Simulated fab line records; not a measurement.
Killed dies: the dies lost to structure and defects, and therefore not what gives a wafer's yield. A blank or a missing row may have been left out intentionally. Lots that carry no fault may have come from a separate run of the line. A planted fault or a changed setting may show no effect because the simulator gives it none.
Problem report, 8D (eight disciplines) form, completed by code + flow sky130 + the parts of the form that need people (team, actions taken, sign-off) are left out

## 1. WHAT WENT WRONG
VT_ADJUST_LVTN_TW at SKY_VT_ADJUST_LVTN_TW_MEAS_10 reads a mean of 276.9 on 6 wafers of 2 lots; wafers without a fault read 241.0 with a standard deviation of 2.8. Measured from the usual mean, that is +13 standard deviations.
Earliest sighting: wafer L559.1 on film_metro-02 at day 11 14:38. The record has a number at this step for 39 wafers belonging to 13 lots. By rule, "out" or "out of limits" means more than 4 standard deviations away from the usual mean. Any other wafer with a number is counted as sound.

## 2. WHAT IT IS, AND WHAT IT ISN'T
| question                    | is                           | is not                                                              |
|-----------------------------|------------------------------|---------------------------------------------------------------------|
| which readings at this step | VT_ADJUST_LVTN_TW            | -                                                                   |
| which lots                  | L559, L563                   | L542, L545, L546, L547, L548, L549, L550, L551, L552, L554, L560    |
| which wafers of those lots  | all that have a number       | -                                                                   |
| read on which gauges        | film_metro-02, film_metro-03 | film_metro-04                                                       |
| when                        | from day 11 14:38            | up to then (30 sound wafers); but 3 sound wafers of L560 came after |

## 3. SUSPECTS, AND WHAT RULES EACH OUT
Counting: a tool stays on the suspect list if, at a process step up to the reading, it processed all lots that are out and no sound lot following the first of them.
- the gauge at SKY_VT_ADJUST_LVTN_TW_MEAS_10 has been ruled out. Those wafers that are out were read across 2 gauges (film_metro-02, film_metro-03).
- implanter-01 at SKY_VT_ADJUST_LVTN_IMPLANT_08: kept. All lots that are out passed through it, beginning with L559 at day 11 14:23, and no sound lot followed; its final sound lot before that point was L554 at day 10 06:06. Its own readings are out on those wafers: dose_ions_cm2, faraday_current_uA.
Left after counting: implanter-01 at SKY_VT_ADJUST_LVTN_IMPLANT_08.

## 4. THE CAUSE (what the simulator had put in)
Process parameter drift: implanter-01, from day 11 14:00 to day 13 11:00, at SKY_VT_ADJUST_LVTN_IMPLANT_08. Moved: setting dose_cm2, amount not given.
The count eliminated every tool but this one.

## 5. THE EFFECT CHAIN, in route order
One row per reading whose mean, taken over the struck wafers that have a number, lies over 3 standard deviations from the usual. Only readings whose record carries a usual standard deviation are examined. hours: median over the lots of the time between each lot's start at the first step of this table that gives one and its start at this step. sigmas: the change, counted in usual standard deviations.
| hours | step                          | reading            | usual      | on struck wafers | change      | sigmas      |
|-------|-------------------------------|--------------------|------------|------------------|-------------|-------------|
| 0     | SKY_VT_ADJUST_LVTN_IMPLANT_08 | dose_ions_cm2      | 1.5704e+12 | 2.5812e+12       | +1.0108e+12 | +99 or more |
| 0     | SKY_VT_ADJUST_LVTN_IMPLANT_08 | faraday_current_uA | 8.86       | 14.65            | +5.79       | +32         |
| 0     | SKY_VT_ADJUST_LVTN_TW_MEAS_10 | VT_ADJUST_LVTN_TW  | 241.0      | 276.9            | +35.9       | +13         |
Here are the process steps it includes:
- SKY_VT_ADJUST_LVTN_IMPLANT_08
At these later measuring or inspecting steps, every struck wafer for which the step has a row has a number for every such reading, and none has moved that far: SKY_LOCAL_INTERCONNECT_THK_MEAS_02, SKY_CONTACT_RS_MEAS_25.

## 6. HOW IT WOULD HAVE BEEN CAUGHT EARLIER
In this record the first reading out of limits at a measuring or inspecting step was taken at day 11 14:38, 1 hour after the fault began at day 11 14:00.
Tool's own readings at SKY_VT_ADJUST_LVTN_IMPLANT_08, dose_ions_cm2, faraday_current_uA: out on all struck wafers the step has rows for; an alarm limit on them would have tripped on the first.
L563, from the lots that are out (2), started SKY_VT_ADJUST_LVTN_IMPLANT_08 on implanter-01 later than day 11 14:38. Holding the tool at that time would have saved it.
